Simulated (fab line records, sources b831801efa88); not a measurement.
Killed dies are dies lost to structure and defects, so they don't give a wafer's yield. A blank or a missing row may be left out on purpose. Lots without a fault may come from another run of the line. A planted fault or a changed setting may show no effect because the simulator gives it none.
Chamber matching | flow gf180mcu | GF_CONTACT_ETCH_16 on rie_diel-04: 4 sister chambers
The step etches BARC in N2/H2. 8 wafers are shown with their chamber, then 12 later ones without.

WAFERS WITH THEIR CHAMBER
wafer  | chamber | drypump_motor_current_A (A) | throttle_valve_pct (%)
L082.6 | 2       | 5.8                         | 13.228
L088.3 | 2       | 5.8                         | 13.220
L088.6 | 0       | 5.5                         | 13.216
L091.1 | 1       | 5.7                         | 13.217
L091.6 | 3       | 5.7                         | 13.237
L092.1 | 1       | 5.8                         | 13.227
L092.2 | 3       | 5.7                         | 13.219
L092.3 | 0       | 5.5                         | 13.208

WAFERS WITHOUT THEIR CHAMBER
wafer  | drypump_motor_current_A (A) | throttle_valve_pct (%)
L092.4 | 5.8                         | 13.221
L092.5 | 5.5                         | 13.231
L092.6 | 5.7                         | 13.223
L093.2 | 5.5                         | 13.226
L093.3 | 5.8                         | 13.217
L093.4 | 5.7                         | 13.231
L095.1 | 5.5                         | 13.231
L095.3 | 5.7                         | 13.218
L095.5 | 5.7                         | 13.224
L096.1 | 5.5                         | 13.214
L096.2 | 5.8                         | 13.225
L096.6 | 5.7                         | 13.207

WHICH CHAMBER EACH WENT THROUGH
wafer  | from the rows above          | in truth
L092.4 | can't be placed: 2 or 1      | 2
L092.5 | 0                            | 0
L092.6 | can't be placed: 3 or 1      | 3
L093.2 | 0                            | 0
L093.3 | can't be placed: 2 or 1      | 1
L093.4 | can't be placed: 3 or 1      | 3
L095.1 | 0                            | 0
L095.3 | can't be placed: 3 or 1 or 2 | 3
L095.5 | can't be placed: 3 or 1      | 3
L096.1 | 0                            | 0
L096.2 | can't be placed: 2 or 1      | 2
L096.6 | can't be placed: 1 or 3 or 2 | 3
Placed correctly: 4 of 12. Can't be placed from these rows: 8 (the true chamber is among the candidates in 8). Placed wrongly: 0.
How it was worked out, from the rows above alone: a wafer's distance from a chamber is the root of the sum, over the readings, of the square of ((its reading less the chamber's mean) divided by the reading's scatter). The wafer belongs to the nearest chamber; if the next one is less than 2 further off, it can't be placed. A chamber's mean is the mean of its shown wafers. The scatter: the root of (the sum of the squares of (reading less its chamber's mean) over the shown wafers, divided by (wafers less chambers)).
